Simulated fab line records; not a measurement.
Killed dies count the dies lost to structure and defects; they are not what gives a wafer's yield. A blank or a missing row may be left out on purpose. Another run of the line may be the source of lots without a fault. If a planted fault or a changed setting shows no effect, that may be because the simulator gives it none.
Chamber matching    flow sky130    SKY_LI_CONTACT_CMP_02 on cmp-01: 4 sister chambers
The step polishes PSG. 4 wafers are shown with their chamber, then 11 later ones without.

EACH WAFER AND ITS CHAMBER
wafer   chamber  motorCurrentA (A)
L082.2  1        11.3
L083.1  2        13.1
L083.6  0        13.5
L090.2  3        11.4

WAFERS MISSING THEIR CHAMBER
wafer   motorCurrentA (A)
L090.4  12.9
L090.6  13.7
L093.4  11.0
L093.5  10.8
L093.6  12.5
L095.1  12.2
L095.3  11.0
L095.6  13.0
L096.4  10.7
L096.5  11.0
L096.6  13.5

EACH ONE'S CHAMBER
wafer   from the rows above                in truth
L090.4  can't be placed: 2 or 0            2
L090.6  can't be placed: 0 or 2            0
L093.4  can't be placed: 1 or 3            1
L093.5  can't be placed: 1 or 3            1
L093.6  can't be placed: 2 or 0 or 3 or 1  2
L095.1  can't be placed: 3 or 1 or 2 or 0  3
L095.3  can't be placed: 1 or 3            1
L095.6  can't be placed: 2 or 0            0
L096.4  can't be placed: 1 or 3            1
L096.5  can't be placed: 1 or 3            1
L096.6  can't be placed: 0 or 2            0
0 of 11 placed correctly. From these rows, 11 cannot be placed; in 11 the true chamber is one of the candidates. 0 placed wrongly.
How it was worked out, from the rows above alone: a wafer's distance from a chamber is the root of the sum, over the readings, of the square of ((its reading less the chamber's mean) divided by the reading's scatter). The wafer belongs to the nearest chamber; if the next one is less than 2 further off, it can't be placed. For every chamber, the mean is computed from those of its wafers that are shown. The scatter: with one shown wafer a chamber, the root of the mean of the squares of how far each hidden wafer lies from its nearest shown one.
